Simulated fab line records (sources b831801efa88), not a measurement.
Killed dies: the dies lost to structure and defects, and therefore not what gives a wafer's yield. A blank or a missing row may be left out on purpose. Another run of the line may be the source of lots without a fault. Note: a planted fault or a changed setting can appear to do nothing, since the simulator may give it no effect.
The tool behind it: which one?	flow gf180mcu	Sampling: 15 lots, 45 wafers, 4 of 602 route steps

== WHAT THE GAUGES READ, wafer by wafer ==
GF_V3_THK_MEAS_03.
lot	measured	on	V3_CVD_02_THK (nm)
L708	day 21 06:13	film metro-03	850 863 855
L711	day 22 12:02	film metro-04	833 829 842
L714	day 23 14:47	film metro-01	856 858 853
L715	day 23 21:31	film metro-01	843 834 853
L716	day 24 03:12	film metro-04	842 851 849
L717	day 24 15:55	film metro-01	844 833 846
L720	day 25 10:19	film metro-04	822 849 845
L721	day 26 04:26	film metro-03	843 852 862
L722	day 26 07:17	film metro-03	845 851 853
L723	day 26 15:45	film metro-01	843 863 842
L724	day 26 23:19	film metro-04	836 838 855
L725	day 27 04:19	film metro-01	846 861 862
L726	day 27 13:38	film metro-03	846 838 840
L727	day 27 20:02	film metro-01	845 862 853
L728	day 28 06:17	film metro-03	840 836 844

GF_V4_OVL_MEAS_15.
lot	measured	on	V4_OVL (nm)
L708	day 24 07:19	overlay-02	10 6 0
L711	day 25 11:13	overlay-02	12 13 5
L714	day 26 11:59	overlay-01	-4 2 -7
L715	day 26 18:49	overlay-01	7 -3 2
L716	day 26 23:07	overlay-02	1 -2 0
L717	day 27 10:13	overlay-02	-8 -3 -4
L720	day 28 04:13	overlay-02	11 0 -8
L721	day 28 19:56	overlay-02	-4 0 -3
L722	day 28 22:43	overlay-02	-6 -6 -4
L723	day 29 06:09	overlay-02	-4 1 -5
L727	day 30 07:59	overlay-01	3 0 4
L728	day 30 16:16	overlay-01	-1 6 1

GF_V4_THK_MEAS_25: measures by xrf.
lot	measured	on	V4_W_THK (nm)
L708	day 24 08:22	film metro-04	343 342 344
L711	day 25 12:16	film metro-02	350 352 354
L714	day 26 13:08	film metro-04	343 344 347
L715	day 26 19:54	film metro-02	352 351 353
L716	day 27 00:11	film metro-02	344 346 344
L717	day 27 11:35	film metro-02	347 347 347
L720	day 28 05:15	film metro-04	342 343 348
L721	day 28 20:58	film metro-04	349 347 348
L722	day 28 23:47	film metro-02	356 350 350
L723	day 29 07:11	film metro-02	351 349 354
L727	day 30 09:03	film metro-04	352 350 348
L728	day 30 17:22	film metro-04	346 349 345

== WHICH TOOL RAN EACH LOT (tool, then ch and the chambers of the sampled wafers, then the start) ==
lot	GF_V3_DEVELOP_13
L708	litho track-02 ch 0, day 22 06:27
L711	litho track-03 ch 0, day 23 11:13
L714	litho track-04 ch 0, day 24 13:02
L715	litho track-02 ch 0, day 24 20:34
L716	litho track-04 ch 0, day 25 02:00
L717	litho track-04 ch 0, day 25 13:45
L720	litho track-04 ch 0, day 26 07:24
L721	litho track-03 ch 0, day 27 01:43
L722	litho track-04 ch 0, day 27 04:02
L723	litho track-04 ch 0, day 27 12:09
L724	litho track-03, day 27 19:13
L725	litho track-02, day 27 23:57
L726	litho track-03, day 28 09:30
L727	litho track-03 ch 0, day 28 15:31
L728	litho track-02 ch 0, day 29 01:37
- GF_V3_DEVELOP_13: develop time 60 s.

== AS READ BY THE TOOLS THEMSELVES (means over the sampled wafers that have a number; for cases with no such wafer, the mark the record gives instead) ==
GF_V3_DEVELOP_13.
lot	tool	chill plate temp C (C)
L708	litho track-02	23.11
L711	litho track-03	22.89
L714	litho track-04	22.87
L715	litho track-02	23.01
L716	litho track-04	23.00
L717	litho track-04	22.89
L720	litho track-04	23.12
L721	litho track-03	23.00
L722	litho track-04	23.05
L723	litho track-04	23.04
L724	litho track-03	-
L725	litho track-02	-
L726	litho track-03	-
L727	litho track-03	23.21
L728	litho track-02	22.95

== THE ANSWER, worked out from the rows above alone ==
Rule: what is usual is taken from the lots themselves. Put in order of their means at a reading, lots are off if they are a third of the lots or fewer, leave a main group of 4 or more, and stand apart from it by a gap of 3 or more times the standard deviation of the main group's means; of several such gaps the widest counts. The tables above print the reading to a certain number of digits; a main group whose means all agree to those digits is not used. A lot without any number at a reading at which 4 lots or more have one is off too. Where the step has rows for the other lots, those lots are counted as sound. Order of review: gauges by route order, followed by the tools' own readings, for which a lot's mean as printed above is used. The first step at which some lot is off is used, and at that step the reading that is off furthest; a lot without a number counts as furthest.
Off at GF_V3_DEVELOP_13 (chill plate temp C): L724, L725, L726. Without a number there: L724, L725, L726. The main group has a mean of 23.01 C with a standard deviation of 0.099.
A tool fits if, at that step or a process step before it, it ran every lot that is off, and no sound lot after the first of them. None of those tried fits.

== WHAT THE SIMULATOR PUT IN ==
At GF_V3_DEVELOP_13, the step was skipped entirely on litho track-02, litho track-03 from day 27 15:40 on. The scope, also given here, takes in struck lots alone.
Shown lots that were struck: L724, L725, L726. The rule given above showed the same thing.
